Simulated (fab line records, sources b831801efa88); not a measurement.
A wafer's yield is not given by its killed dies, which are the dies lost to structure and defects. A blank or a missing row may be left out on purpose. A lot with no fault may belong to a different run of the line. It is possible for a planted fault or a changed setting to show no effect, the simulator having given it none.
fab line records	flow gf180mcu	part 1 of 2: steps 1 to 42 of 43
[record] lots = 6	wafers = 18	last-day = 33
route steps=602 shown POLY_GATE@161 HV_LDD@176 PASSIVATION@602
lots that met no fault: taken from a fault-free run of the same line
start-h: the number of hours between the record's first day and the start of the first shown wafer of the lot	wait-h: time in hours since the lot's previous step	" repeats the value in the row above	L1.1+2: a row that stands for several wafers	- no value present, or no start provided	* or withheld: withheld	< > ~ a bound
route shown NAME@n: NAME is a module with steps in the file, n the number in the route of the first one	usual: mean/standard deviation of fault-free wafers	same: alike in all rows	chamber/n: place in a boat	sites: readings site by site	_std_site: the standard deviation of these	_edge_site: the outer-site mean with the inner-site mean subtracted	radius-mm: how far each site lies from the wafer's centre	mask NAME#n: copy n	behind: tool/chamber where the wafer was last shaped	hold: why the lot was held/for how many hours/how that ended	device: the transistor (n, p or np) that didn't switch	end of line: the tests these same wafers got at the end of their route	step lacking rows: just its recipe	killed: dies that structure and defects cost at the first sort, which is not the same as the wafer's yield	map: dies across one wafer; x = killed, . = not, _ = none there
set.NAME: the run value of the setting; set.NAME@STEP: its run value at that earlier step	model.NAME: the simulator's own value behind a step, which no gauge read
certain route steps with their lots: each step a table, each wafer a row
services: when a tool's chamber went out of use (start-h, in hours from the record's first day, below 0 if earlier), for how many hours, and the reason
[[steps]]
[step GF_POLY_GATE_COAT_04]
[recipe] resist = BARC	temp-c = withheld	time-s = withheld	spin-rpm = withheld	resist-thk-nm = withheld
[step GF_POLY_GATE_COAT_05]
[recipe] resist = KrF	spin-rpm = withheld	resist-thk-nm = 700
[step GF_POLY_GATE_SOFTBAKE_06]
[recipe] temp-c = 130	time-s = 60	resist = KrF
[step GF_POLY_GATE_EXPOSE_07]
[recipe] mask-id = Poly2	target-cd-nm = 280	na = 0.68	source-shape = conventional	sigma-outer = 0.6	dose-mj = 28
[step GF_POLY_GATE_PEB_08]
[recipe] peb-temp-c = 135	peb-time-s = 90	resist = KrF
[step GF_POLY_GATE_DEVELOP_09]
[recipe] develop-time-s = 60	resist = KrF	dev-temp-c = 21
[step GF_POLY_GATE_CD_MEAS_10]
[recipe] target-cd-nm = 280
[usual] cd-nm = 280.0/1.3
lot.wafer	tool	chamber	start-h	wait-h	cd-nm
L454.2	cd-sem-01	-	191.54	0.1	281.0
L454.3	"	-	"	"	278.9
L454.5	"	-	"	"	280.5
L456.2	cd-sem-02	-	203.63	0.1	279.6
L456.3	"	-	"	"	279.1
L456.4	"	-	"	"	279.4
L458.1	cd-sem-02	-	216.52	0.1	281.7
L458.2	"	-	"	"	281.6
L458.5	"	-	"	"	281.7
L465.1	cd-sem-01	-	287.87	0.1	281.3
L465.2	"	-	"	"	281.3
L465.3	"	-	"	"	282.2
L470.3	cd-sem-01	-	317.95	0.1	282.8
L470.5	"	-	"	"	282.4
L470.6	"	-	"	"	282.9
L469.1	cd-sem-02	-	320.16	0.1	279.4
L469.3	"	-	"	"	280.7
L469.5	"	-	"	"	280.0
[step GF_POLY_GATE_OVL_MEAS_11]
[usual] POLY_GATE_OVL = -2/5.5
lot.wafer	tool	chamber	start-h	wait-h	POLY_GATE_OVL[nm]
L454.2	overlay-01	-	191.65	0.1	4
L454.3	"	-	"	"	-4
L454.5	"	-	"	"	-6
L456.2	overlay-02	-	203.74	0.1	-4
L456.3	"	-	"	"	-1
L456.4	"	-	"	"	-3
L458.1	overlay-01	-	216.64	0.1	-4
L458.2	"	-	"	"	-6
L458.5	"	-	"	"	-4
L465.1	overlay-01	-	287.99	0.1	2
L465.2	"	-	"	"	1
L465.3	"	-	"	"	3
L470.3	overlay-02	-	318.05	0.1	2
L470.5	"	-	"	"	-2
L470.6	"	-	"	"	-2
L469.1	overlay-02	-	320.28	0.1	-9
L469.3	"	-	"	"	-8
L469.5	"	-	"	"	1
[step GF_POLY_GATE_ETCH_12]
[recipe] chemistry = N2/H2	target-depth-a = withheld	overetch-a = withheld	time-s = withheld	target = BARC	ion-energy-ev = 200	source-w = 500	bias-w = 100	pressure-mtorr = 30	n2-flow-sccm = 100	h2-flow-sccm = 200
[usual] drypump-motor-current-A = 5.7/0.44	oes-product-au = 0.735/0.0046	throttle-valve-pct = 13.214/0.0079
lot.wafer	tool	chamber	start-h	wait-h	drypump-motor-current-A	oes-product-au	throttle-valve-pct
L454.2	rie-diel-01	2	191.68	0.0	5.4	0.736	13.218
L454.3	"	1	"	"	4.9	0.728	13.212
L454.5	"	2	"	"	5.4	0.734	13.197
L456.2	rie-diel-02	3	203.77	0.0	5.7	0.739	13.209
L456.3	"	0	"	"	5.2	0.727	13.224
L456.4	"	1	"	"	6.1	0.736	13.214
L458.1	rie-diel-02	1	216.67	0.0	6.1	0.730	13.214
L458.2	"	0	"	"	5.2	0.741	13.208
L458.5	"	3	"	"	5.7	0.733	13.227
L465.1	rie-diel-03	1	288.03	0.0	5.4	0.744	13.212
L465.2	"	3	"	"	5.9	0.743	13.224
L465.3	"	2	"	"	5.6	0.732	13.227
L470.3	rie-diel-01	3	318.07	0.0	6.2	0.732	13.206
L470.5	"	0	"	"	6.3	0.728	13.207
L470.6	"	2	"	"	5.4	0.736	13.221
L469.1	rie-diel-03	3	320.32	0.0	5.9	0.737	13.216
L469.3	"	0	"	"	5.5	0.740	13.223
L469.5	"	0	"	"	5.6	0.735	13.205
[step GF_POLY_GATE_ETCH_13]
[recipe] target = poly-Si	target-depth-nm = 198.5	stop-on = SiO2	over-etch-frac = 0.403	chemistry = HBr/Cl2	icp-w = 400	bias-w = 100	pressure-mtorr = 10	HBr_flow_sccm = 150	Cl2_flow_sccm = 50	time-s = 69.6
[usual] HBr_flow_sccm = 150.0/0.47	drypump-motor-current-A = 5.8/0.38	oes-product-au = 0.996/0.007	throttle-valve-pct = 33.684/0.01
lot.wafer	tool	chamber	start-h	wait-h	HBr_flow_sccm	drypump-motor-current-A	oes-product-au	rf-hours-counter-h	throttle-valve-pct
L454.2	rie-si-01	3	191.73	-	150.3	6.0	0.996	98	33.685
L454.3	"	0	"	"	150.8	5.0	1.002	71	33.683
L454.5	"	2	"	"	149.9	5.5	0.988	-	33.674
L456.2	rie-si-01	0	203.82	-	150.8	5.0	0.989	71	33.660
L456.3	"	1	"	"	150.0	6.1	1.005	20	33.681
L456.4	"	3	"	"	149.5	6.0	0.993	98	33.681
L458.1	rie-si-01	0	216.72	-	150.3	5.0	0.993	71	33.689
L458.2	"	2	"	"	150.5	5.5	0.977	33	33.674
L458.5	"	1	"	"	151.0	6.1	1.004	-	33.683
L465.1	rie-si-02	0	288.08	-	150.0	5.7	1.003	60	33.685
L465.2	"	3	"	"	151.1	5.8	1.008	5	33.683
L465.3	"	1	"	"	150.2	6.3	0.992	4	33.668
L470.3	rie-si-02	0	318.12	-	150.1	5.7	1.004	60	33.666
L470.5	"	2	"	"	150.2	5.9	0.988	-	33.693
L470.6	"	3	"	"	150.0	5.8	0.998	-	33.682
L469.1	rie-si-01	2	320.37	-	149.5	5.5	1.005	34	33.695
L469.3	"	1	"	"	150.1	6.1	1.009	21	33.685
L469.5	"	2	"	"	150.3	5.5	0.997	-	33.680
[step GF_POLY_GATE_STRIP_14]
[recipe] chemistry = O2/N2	power-w = 1400	pressure-mtorr = 1500	platen-temp-c = 250	o2-flow-sccm = 3000	n2-flow-sccm = 300	overash-fraction = 0.5
[usual] drypump-motor-current-A = 5.7/0.31	heater-power-w = 341/29	oes-product-au = 0.504/0.0043
lot.wafer	tool	chamber	start-h	wait-h	drypump-motor-current-A	heater-power-w	oes-product-au	rf-hours-counter-h
L454.2	plasma-asher-01	0	191.78	0.0	5.7	382	0.504	57
L454.3	"	0	"	"	5.7	373	0.498	-
L454.5	"	0	"	"	5.7	376	0.495	-
L456.2	plasma-asher-03	1	203.88	0.0	6.0	364	0.505	49
L456.3	"	0	"	"	5.9	307	0.509	-
L456.4	"	1	"	"	6.0	358	0.506	-
L458.1	plasma-asher-01	0	216.78	0.0	5.7	378	0.501	59
L458.2	"	1	"	"	5.2	327	0.511	59
L458.5	"	1	"	"	5.3	335	0.501	-
L465.1	plasma-asher-03	0	288.13	0.0	5.9	307	0.511	58
L465.2	"	1	"	"	6.0	352	0.503	58
L465.3	"	0	"	"	5.9	304	0.507	-
L470.3	plasma-asher-04	1	318.21	0.1	5.2	374	0.502	-
L470.5	"	0	"	"	5.7	306	0.513	-
L470.6	"	1	"	"	5.2	374	0.505	-
L469.1	plasma-asher-04	1	320.43	0.0	5.2	366	0.508	23
L469.3	"	0	"	"	5.7	314	0.506	-
L469.5	"	1	"	"	5.2	373	0.508	-
[step GF_POLY_GATE_CLEAN_15]
[recipe] chemistry = SC1/SC2	mix = 1:4:20	temp-c = 70	time-s = 150	dry = n2-spin
[step GF_POLY_GATE_OXIDATION_16]
[recipe] temp-c = 850	ambient = O2	stabilise-s = 600	purge-s = 300	target-thk-a = 40	ox-time-s = 899
[usual] ox-temp-c = 850.1/0.37	tube_center_temp_C_max = 852.2/0.33
lot.wafer	tool	chamber	start-h	wait-h	ox-temp-c	tube_center_temp_C_max
L454.2	furnace-02	0	194.20	2.3	850.2	851.9
L454.3	"	0	"	"	850.0	852.2
L454.5	"	0	"	"	849.9	852.1
L456.2	furnace-02	0	204.03	0.0	849.2	851.9
L456.3	"	0	"	"	849.5	852.7
L456.4	"	0	"	"	849.9	852.5
L458.1	furnace-02	0	218.00	1.1	850.2	851.8
L458.2	"	0	"	"	850.4	852.3
L458.5	"	0	"	"	849.8	852.4
L465.1	furnace-01	0	288.90	0.6	850.4	852.1
L465.2	"	0	"	"	850.1	852.3
L465.3	"	0	"	"	849.8	852.1
L470.3	furnace-02	0	318.38	0.0	850.3	852.0
L470.5	"	0	"	"	849.6	852.4
L470.6	"	0	"	"	850.2	852.2
L469.1	furnace-02	0	321.51	0.9	850.5	852.1
L469.3	"	0	"	"	850.6	852.2
L469.5	"	0	"	"	850.4	852.1
[step GF_POLY_GATE_THK_MEAS_17]
[recipe] reads = SiO2_of_POLY_GATE_OXIDATION_16
[usual] POLY_GATE_OXIDATION_THK = 3.99/0.061
lot.wafer	tool	chamber	start-h	wait-h	POLY_GATE_OXIDATION_THK[nm]
L454.2	film-metro-02	-	195.46	0.0	3.96
L454.3	"	-	"	"	4.04
L454.5	"	-	"	"	3.99
L456.2	film-metro-02	-	205.29	0.0	3.93
L456.3	"	-	"	"	3.93
L456.4	"	-	"	"	3.91
L458.1	film-metro-02	-	219.25	0.0	3.93
L458.2	"	-	"	"	3.93
L458.5	"	-	"	"	4.01
L465.1	film-metro-01	-	290.21	0.1	3.99
L465.2	"	-	"	"	3.98
L465.3	"	-	"	"	3.90
L470.3	film-metro-04	-	319.65	0.0	4.01
L470.5	"	-	"	"	3.96
L470.6	"	-	"	"	3.96
L469.1	film-metro-01	-	322.76	0.0	4.08
L469.3	"	-	"	"	4.05
L469.5	"	-	"	"	4.05
[step GF_POLY_GATE_CD_MEAS_18]
[usual] cd-nm = 280.1/2.1
lot.wafer	tool	chamber	start-h	wait-h	cd-nm
L454.2	cd-sem-02	-	195.53	0.1	282.7
L454.3	"	-	"	"	279.7
L454.5	"	-	"	"	280.5
L456.2	cd-sem-01	-	205.37	0.1	279.5
L456.3	"	-	"	"	280.8
L456.4	"	-	"	"	281.7
L458.1	cd-sem-01	-	219.31	0.1	283.2
L458.2	"	-	"	"	282.3
L458.5	"	-	"	"	282.4
L465.1	cd-sem-01	-	290.27	0.1	279.8
L465.2	"	-	"	"	277.7
L465.3	"	-	"	"	278.4
L470.3	cd-sem-01	-	319.75	0.1	283.5
L470.5	"	-	"	"	283.0
L470.6	"	-	"	"	282.1
L469.1	cd-sem-01	-	322.82	0.1	279.4
L469.3	"	-	"	"	283.4
L469.5	"	-	"	"	281.2
[step GF_HV_LDD_DEHYDRATE_00]
[recipe] temp-c = 200	time-s = 60
[step GF_HV_LDD_HMDS_01]
[recipe] prime-time-s = 60	prime-temp-c = 120
[step GF_HV_LDD_COAT_02]
[recipe] resist = NOVOLAK	spin-rpm = 3000	resist-thk-nm = 1000
[step GF_HV_LDD_SOFTBAKE_03]
[recipe] temp-c = 90	time-s = 60	resist = NOVOLAK
[step GF_HV_LDD_EXPOSE_04]
[recipe] mask-id = Nplus_LV_AREA	target-cd-nm = 400	na = 0.6	source-shape = conventional	sigma-outer = 0.6	dose-mj = 140
[step GF_HV_LDD_PEB_05]
[recipe] temp-c = withheld	time-s = *	resist = NOVOLAK
[step GF_HV_LDD_DEVELOP_06]
[recipe] develop-time-s = 60	dev-temp-c = 23
[step GF_HV_LDD_CD_MEAS_07]
[recipe] target-cd-nm = 400
[usual] cd-nm = 400.9/2.6
lot.wafer	tool	chamber	start-h	wait-h	cd-nm
L454.2	cd-sem-02	-	212.48	0.1	397.0
L454.3	"	-	"	"	398.7
L454.5	"	-	"	"	399.7
L456.2	cd-sem-02	-	222.18	0.1	402.7
L456.3	"	-	"	"	400.4
L456.4	"	-	"	"	404.4
L458.1	cd-sem-01	-	236.06	0.1	399.9
L458.2	"	-	"	"	397.1
L458.5	"	-	"	"	398.0
L465.1	cd-sem-02	-	310.41	0.1	396.6
L465.2	"	-	"	"	400.7
L465.3	"	-	"	"	398.5
L470.3	cd-sem-02	-	340.95	0.1	399.9
L470.5	"	-	"	"	399.2
L470.6	"	-	"	"	398.6
L469.1	cd-sem-01	-	343.36	0.1	404.0
L469.3	"	-	"	"	403.5
L469.5	"	-	"	"	403.8
[step GF_HV_LDD_OVL_MEAS_08]
[usual] HV_LDD_OVL = 1.4/1.3
lot.wafer	tool	chamber	start-h	wait-h	HV_LDD_OVL[nm]
L454.2	overlay-02	-	212.59	0.1	1.4
L454.3	"	-	"	"	0.6
L454.5	"	-	"	"	1.2
L456.2	overlay-01	-	222.29	0.1	1.5
L456.3	"	-	"	"	1.8
L456.4	"	-	"	"	1.3
L458.1	overlay-02	-	236.18	0.1	5.2
L458.2	"	-	"	"	3.4
L458.5	"	-	"	"	4.4
L465.1	overlay-01	-	310.53	0.1	2.1
L465.2	"	-	"	"	1.6
L465.3	"	-	"	"	2.7
L470.3	overlay-02	-	341.04	0.1	1.4
L470.5	"	-	"	"	3.1
L470.6	"	-	"	"	0.2
L469.1	overlay-01	-	343.48	0.1	2.6
L469.3	"	-	"	"	2.4
L469.5	"	-	"	"	2.2
[step GF_HV_LDD_IMPLANT_09]
[recipe] species = As	energy-kev = 40	dose-cm2 = 1e+14	tilt-deg = 7
[step GF_HV_LDD_STRIP_10]
[recipe] chemistry = O2/N2	power-w = 1400	pressure-mtorr = 1500	platen-temp-c = 250	o2-flow-sccm = 3000	n2-flow-sccm = 300	overash-fraction = 0.5
[usual] drypump-motor-current-A = 5.4/0.32	heater-power-w = 344/28	oes-product-au = 0.716/0.0048	strip-time-to-endpoint-s = 12.62/0.033
lot.wafer	tool	chamber	start-h	wait-h	drypump-motor-current-A	heater-power-w	oes-product-au	rf-hours-counter-h	strip-time-to-endpoint-s
L454.2	plasma-asher-01	1	212.77	0.1	5.2	331	0.710	59	12.67
L454.3	"	1	"	"	5.3	325	0.714	-	12.66
L454.5	"	0	"	"	5.7	370	0.723	-	12.61
L456.2	plasma-asher-01	1	222.47	0.1	5.3	330	0.705	60	12.62
L456.3	"	0	"	"	5.7	374	0.709	-	12.62
L456.4	"	1	"	"	5.3	333	0.721	-	12.60
L458.1	plasma-asher-04	1	236.37	0.1	5.2	376	0.719	13	12.65
L458.2	"	0	"	"	5.7	316	0.719	13	12.64
L458.5	"	1	"	"	5.2	374	0.718	-	12.71
L465.1	plasma-asher-02	1	310.72	0.1	5.6	350	0.718	50	12.62
L465.2	"	0	"	"	4.8	309	0.715	50	12.60
L465.3	"	0	"	"	4.8	312	0.716	-	12.60
L470.3	plasma-asher-04	1	341.25	0.1	5.1	385	0.715	-	12.61
L470.5	"	0	"	"	5.7	309	0.710	-	12.62
L470.6	"	1	"	"	5.1	372	0.709	-	12.58
L469.1	plasma-asher-01	0	343.67	0.1	5.7	368	0.721	72	12.64
L469.3	"	1	"	"	5.2	331	0.715	-	12.60
L469.5	"	0	"	"	5.7	382	0.714	-	12.64
[step GF_HV_LDD_TW_MEAS_11]
[usual] HV_LDD_TW = 2411/12
lot.wafer	tool	chamber	start-h	wait-h	HV_LDD_TW
L454.2	film-metro-03	-	212.88	0.1	2403
L454.3	"	-	"	"	2385
L454.5	"	-	"	"	2395
L456.2	film-metro-04	-	222.58	0.1	2403
L456.3	"	-	"	"	2405
L456.4	"	-	"	"	2399
L458.1	film-metro-03	-	236.47	0.1	2398
L458.2	"	-	"	"	2394
L458.5	"	-	"	"	2388
L465.1	film-metro-01	-	310.82	0.1	2410
L465.2	"	-	"	"	2416
L465.3	"	-	"	"	2413
L470.3	film-metro-03	-	341.34	0.1	2414
L470.5	"	-	"	"	2401
L470.6	"	-	"	"	2397
L469.1	film-metro-01	-	343.77	0.1	2424
L469.3	"	-	"	"	2426
L469.5	"	-	"	"	2426
[step GF_HV_LDD_DEHYDRATE_12]
[recipe] temp-c = 200	time-s = 60
[step GF_HV_LDD_HMDS_13]
[recipe] prime-time-s = 60	prime-temp-c = 120
[step GF_HV_LDD_COAT_14]
[recipe] resist = NOVOLAK	spin-rpm = 3000	resist-thk-nm = 1000
[step GF_HV_LDD_SOFTBAKE_15]
[recipe] temp-c = 90	time-s = 60	resist = NOVOLAK
[step GF_HV_LDD_EXPOSE_16]
[recipe] mask-id = Pplus_LV_AREA	target-cd-nm = 400	na = 0.6	source-shape = conventional	sigma-outer = 0.6	dose-mj = 140
[step GF_HV_LDD_PEB_17]
[recipe] temp-c = withheld	time-s = *	resist = NOVOLAK
[step GF_HV_LDD_DEVELOP_18]
[recipe] develop-time-s = 60	dev-temp-c = 23
[step GF_HV_LDD_CD_MEAS_19]
[recipe] target-cd-nm = 400
[usual] cd-nm = 400.1/2.1
lot.wafer	tool	chamber	start-h	wait-h	cd-nm
L454.2	cd-sem-01	-	229.58	0.1	401.2
L454.3	"	-	"	"	401.4
L454.5	"	-	"	"	401.9
L456.2	cd-sem-02	-	240.73	0.1	400.7
L456.3	"	-	"	"	398.8
L456.4	"	-	"	"	399.5
L458.1	cd-sem-01	-	254.61	0.1	399.2
L458.2	"	-	"	"	400.7
L458.5	"	-	"	"	399.3
L465.1	cd-sem-02	-	331.31	0.1	401.0
L465.2	"	-	"	"	399.6
L465.3	"	-	"	"	399.8
L470.3	cd-sem-01	-	362.85	0.1	402.1
L470.5	"	-	"	"	400.6
L470.6	"	-	"	"	401.8
L469.1	cd-sem-02	-	365.41	0.1	399.0
L469.3	"	-	"	"	402.0
L469.5	"	-	"	"	400.1
[step GF_HV_LDD_OVL_MEAS_20]
[usual] HV_LDD_01_OVL = 1.1/1.2
lot.wafer	tool	chamber	start-h	wait-h	HV_LDD_01_OVL[nm]
L454.2	overlay-02	-	229.69	0.1	-0.1
L454.3	"	-	"	"	1.1
L454.5	"	-	"	"	2.2
L456.2	overlay-02	-	240.84	0.1	0.6
L456.3	"	-	"	"	0.3
L456.4	"	-	"	"	1.9
L458.1	overlay-02	-	254.73	0.1	0.5
L458.2	"	-	"	"	1.6
L458.5	"	-	"	"	1.4
L465.1	overlay-01	-	331.43	0.1	-0.7
L465.2	"	-	"	"	1.1
L465.3	"	-	"	"	2.9
L470.3	overlay-01	-	362.94	0.1	1.4
L470.5	"	-	"	"	0.6
L470.6	"	-	"	"	1.4
L469.1	overlay-02	-	365.53	0.1	4.5
L469.3	"	-	"	"	3.0
L469.5	"	-	"	"	2.9
[step GF_HV_LDD_IMPLANT_21]
[recipe] species = BF2	energy-kev = 25	dose-cm2 = 5e+13	tilt-deg = 7
[step GF_HV_LDD_STRIP_22]
[recipe] chemistry = O2/N2	power-w = 1400	pressure-mtorr = 1500	platen-temp-c = 250	o2-flow-sccm = 3000	n2-flow-sccm = 300	overash-fraction = 0.5
[usual] drypump-motor-current-A = 5.4/0.33	heater-power-w = 344/29	oes-product-au = 0.717/0.0045	strip-time-to-endpoint-s = 12.63/0.033
lot.wafer	tool	chamber	start-h	wait-h	drypump-motor-current-A	heater-power-w	oes-product-au	rf-hours-counter-h	strip-time-to-endpoint-s
L454.2	plasma-asher-01	0	229.87	0.1	5.7	370	0.720	60	12.65
L454.3	"	1	"	"	5.2	324	0.723	-	12.63
L454.5	"	1	"	"	5.2	329	0.715	-	12.61
L456.2	plasma-asher-01	0	241.02	0.1	5.7	378	0.716	61	12.66
L456.3	"	0	"	"	5.7	375	0.716	-	12.67
L456.4	"	1	"	"	5.2	329	0.723	-	12.65
L458.1	plasma-asher-01	0	254.92	0.1	5.7	390	0.714	63	12.61
L458.2	"	1	"	"	5.3	336	0.715	63	12.65
L458.5	"	1	"	"	5.3	326	0.723	-	12.61
L465.1	plasma-asher-02	1	331.62	0.1	5.6	354	0.714	52	12.65
L465.2	"	0	"	"	4.8	315	0.710	52	12.69
L465.3	"	0	"	"	4.8	314	0.716	-	12.67
L470.3	plasma-asher-01	0	363.15	0.1	5.7	390	0.721	-	12.61
L470.5	"	0	"	"	5.7	389	0.708	-	12.61
L470.6	"	1	"	"	5.2	332	0.715	-	12.63
L469.1	plasma-asher-02	0	365.72	0.1	4.8	313	0.714	56	12.69
L469.3	"	0	"	"	4.8	310	0.722	-	12.72
L469.5	"	0	"	"	4.8	308	0.714	-	12.66
[step GF_HV_LDD_TW_MEAS_23]
[usual] HV_LDD_2_TW = 1057/5.1
lot.wafer	tool	chamber	start-h	wait-h	HV_LDD_2_TW
L454.2	film-metro-04	-	229.98	0.1	1052
L454.3	"	-	"	"	1055
L454.5	"	-	"	"	1047
L456.2	film-metro-04	-	241.13	0.1	1046
L456.3	"	-	"	"	1054
L456.4	"	-	"	"	1055
L458.1	film-metro-01	-	255.02	0.1	1059
L458.2	"	-	"	"	1060
L458.5	"	-	"	"	1061
L465.1	film-metro-01	-	331.72	0.1	1063
L465.2	"	-	"	"	1061
L465.3	"	-	"	"	1060
L470.3	film-metro-03	-	363.24	0.1	1058
L470.5	"	-	"	"	1062
L470.6	"	-	"	"	1056
L469.1	film-metro-04	-	365.82	0.1	1059
L469.3	"	-	"	"	1063
L469.5	"	-	"	"	1055
[step GF_HV_LDD_DEHYDRATE_24]
[recipe] temp-c = 200	time-s = 60
[step GF_HV_LDD_HMDS_25]
[recipe] prime-time-s = 60	prime-temp-c = 120
[step GF_HV_LDD_COAT_26]
[recipe] resist = NOVOLAK	spin-rpm = 3000	resist-thk-nm = 1000
